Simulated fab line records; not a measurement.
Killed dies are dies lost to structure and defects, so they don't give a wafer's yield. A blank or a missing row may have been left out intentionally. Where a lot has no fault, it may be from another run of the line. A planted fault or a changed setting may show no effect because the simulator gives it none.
Comparing a struck lot with a sound one :: flow sky130 :: 15 out of 708 route steps
Sound: these wafers, L965.1, L965.3, L965.5. Struck: wafer L970.6 (left out: L970.3, L970.4 of the same lot, which were not struck); the cause appears at the end.
Each step with rows lists, per side, the tool, then ch with its chambers, then its first start. Under that, the readings that differ: sound wafers :: struck wafers :: difference of the means :: sigmas: that difference in standard deviations of wafers without a fault.
alike: same words and numbers on both sides, and readings whose means sit less than 2 such deviations apart. not compared: any withheld reading, any reading some wafer has no value for, any bound like >300 that may hide the same value, and any number with overlapping values for which the record gives no deviation.
A row with sigmas, a row that says differs or no value, or rows on one side alone: a step with any of these is where the two part. When numbers do not overlap yet have no deviation, they are printed without sigmas and do not part them. Lack of a reading on every wafer of one side parts them only where that side has two or more wafers.

first, 3 steps without rows for these wafers: SKY_METAL2_EXPOSE_12 (exposes mask MM2, target cd 140 nm); SKY_METAL2_PEB_13; SKY_METAL2_DEVELOP_14 (develop time 60 s).
SKY_METAL2_CD_MEAS_15 targets a cd of 140 nm.
  sound on cd_sem-02, day 35 18:29; struck on cd_sem-02, day 37 16:17
  alike: cd_nm
SKY_METAL2_OVL_MEAS_16:
  sound on overlay-01, day 35 18:37; struck on overlay-02, day 37 16:23
  alike: METAL2_OVL
SKY_METAL2_DESCUM_17: chemistry O2, time 8 s.
  sound on rie_metal-01 ch 0,1, day 35 18:39; struck on rie_metal-01 ch 0, day 37 16:25
reading: drypump_motor_current_A (A)
sound: 4.7 4.7 6.3
struck: 6.3
difference: +1.1
sigmas: +2
  alike: oes_product_au
  not compared: rf_hours_counter_h
SKY_METAL2_ETCH_18: etches BARC in N2/H2, stops on SiO2, time 45.9 s, target depth 60 nm.
  sound on rie_metal-01 ch 0,1, day 35 18:41; struck on rie_metal-01 ch 0, day 37 16:31
reading: drypump_motor_current_A (A)
sound: 4.7 4.7 6.2
struck: 6.2
difference: +1.0
sigmas: +2
  alike: oes_product_au, throttle_valve_pct
  not compared: rf_hours_counter_h
SKY_METAL2_METAL_ETCH_19: etches the open film in Cl2/BCl3, stops on SiO2, target depth 360 nm, time 78 s.
  sound on rie_metal-01 ch 0,1, day 35 18:44; struck on rie_metal-01 ch 0, day 37 16:39
reading: drypump_motor_current_A (A)
sound: 4.7 4.8 6.2
struck: 6.3
difference: +1.1
sigmas: +2
  alike: oes_product_au, throttle_valve_pct
  not compared: rf_hours_counter_h
SKY_METAL2_STRIP_20: strips in O2/N2.
  sound on plasma_asher-03 ch 0,1, day 35 18:50; struck on plasma_asher-04 ch 1, day 37 16:48
  alike: drypump_motor_current_A, oes_product_au, strip_time_to_endpoint_s
  not compared: rf_hours_counter_h
then, 3 steps without rows for these wafers: SKY_METAL2_STRIP_21 (strips in post etch residue remover, time 1200 s); SKY_METAL2_CLEAN_22 (cleans in IPA, time 180 s); SKY_METAL2_CLEAN_23 (cleans in O3/DIW).
SKY_VIA2_HDPCVD_00: deposits SiO2, target thk 1180 nm, time 196.7 s.
  sound on hdpcvd-01 ch 0,1,2, day 35 19:25; struck on hdpcvd-01 ch 0, day 37 17:27
reading: run_length_s (s)
sound: 224.3 225.3 224.0
struck: 272.2
difference: +47.7
sigmas: +73

reading: model.SiO2_of_VIA2_HDPCVD_00.thk_nm (nm)
sound: 1188 1173 1193
struck: 1470
difference: +285
sigmas: 
  alike: sih4_flow_sccm
SKY_VIA2_THK_MEAS_01:
  sound on film_metro-03, day 35 19:33; struck on film_metro-04, day 37 17:50
reading: VIA2_HDPCVD_THK (nm)
sound: 1187 1173 1194
struck: 1470
difference: +285
sigmas: +24
  not compared: hold
SKY_VIA2_CMP_02: polishes SiO2.
  sound on cmp-02 ch 0,1,2, day 35 19:37; struck on cmp-01 ch 3, day 37 21:01
reading: hold
sound: - - -
struck: await_dispo/2.9h/release
difference: no value on the sound wafers
sigmas: 
  alike: motor_current_A, slurry_flow_ml_min

== WHERE THEY PART ==
First at SKY_METAL2_DESCUM_17; last, within this record, at SKY_VIA2_CMP_02.

WHY: the cause the simulator had injected
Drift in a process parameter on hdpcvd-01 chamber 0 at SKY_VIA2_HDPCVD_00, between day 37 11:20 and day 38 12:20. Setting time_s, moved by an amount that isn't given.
